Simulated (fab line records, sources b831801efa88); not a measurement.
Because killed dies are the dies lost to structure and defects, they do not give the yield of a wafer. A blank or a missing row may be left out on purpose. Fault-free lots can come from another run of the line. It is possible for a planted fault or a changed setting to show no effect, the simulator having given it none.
2 desks looking at one fault :: flow sky130 :: what lay behind the numbers comes last; until then each desk has only its own

AT THE TOOL OWNER'S DESK: rie-diel-03
The tool's own readings at SKY_VIA3_ETCH_14 (etches BARC in N2/H2, stops on SiO2, time 45.9 s, target depth 60 nm): means of the sampled wafers that have a number, for each lot that ran on this tool. Any lot whose mean is over 4 standard deviations away from the usual mean is out of limits and marked OUT; that distance is given in the brackets.
Columns: A = drypump-motor-current-A at SKY_VIA3_ETCH_14, usual 5.7 A; B = oes-product-au at SKY_VIA3_ETCH_14, usual 0.855 a.u.; C = throttle-valve-pct at SKY_VIA3_ETCH_14, usual 13.222 %
lot: L166
first seen here: day 41 20:51
A: 6.1
B: 0.859
C: 13.216

lot: L169
first seen here: day 42 09:34
A: 6.1
B: 0.852
C: 13.214

lot: L172
first seen here: day 43 06:36
A: 5.9
B: 0.855
C: 13.221
This desk's finding: nothing out of limits on any of the 3 lots.

FROM THE METROLOGY DESK
What the gauges read, lot by lot, whatever tool the lot ran on: means of the sampled wafers that have a number. Any lot whose mean is over 4 standard deviations away from the usual mean is out of limits and marked OUT; that distance is given in the brackets. Readings shown: 7 of its 9, picked as those furthest out on some lot.
Columns: A = VIA3_BOW at SKY_VIA3_BOW_MEAS_03, usual 79 um; B = cd-nm at SKY_VIA3_CD_MEAS_12, usual 199.8 nm; C = VIA3_W_THK at SKY_VIA3_THK_MEAS_23, usual 403 nm; D = CAP2M_CVD_00_THK at SKY_CAP2M_THK_MEAS_01, usual 15.57 nm; E = CAP2M_TIN_RS at SKY_CAP2M_RS_MEAS_03, usual 6.92 ohm/sq; F = CAP2M_TIN_THK at SKY_CAP2M_THK_MEAS_04, usual 199.3 nm; G = CAP2M_OVL at SKY_CAP2M_OVL_MEAS_12, usual 0.8 nm
lot: L163
first seen here: day 39 11:23
A: 71
B: 199.8
C: 406
D: 15.72
E: 7.05
F: 196.3
G: 1.2

lot: L166
first seen here: day 40 20:10
A: 81
B: 199.1
C: 402
D: 15.67
E: 6.85
F: 198.5
G: 4.3

lot: L169
first seen here: day 41 09:52
A: 87
B: 202.5
C: 398
D: 15.63
E: 6.89
F: 198.9
G: -0.3

lot: L171
first seen here: day 41 17:04
A: 81
B: 200.9
C: 412
D: 15.29
E: 6.90
F: 199.2
G: 0.2

lot: L172
first seen here: day 42 07:23
A: 79
B: 200.7
C: 397
D: 15.52
E: 6.94
F: 198.8
G: -0.6

lot: L181
first seen here: day 44 05:52
A: 75
B: 200.2
C: 401
D: 15.49
E: 6.96
F: 197.1
G: 0.7
This desk's finding: nothing out of limits on any of the 6 lots.

ALL TOGETHER
The tool owner's desk saw nothing out of limits.
From the metrology desk's view, nothing was out of limits.

WHAT THE SIMULATOR HAD PUT IN
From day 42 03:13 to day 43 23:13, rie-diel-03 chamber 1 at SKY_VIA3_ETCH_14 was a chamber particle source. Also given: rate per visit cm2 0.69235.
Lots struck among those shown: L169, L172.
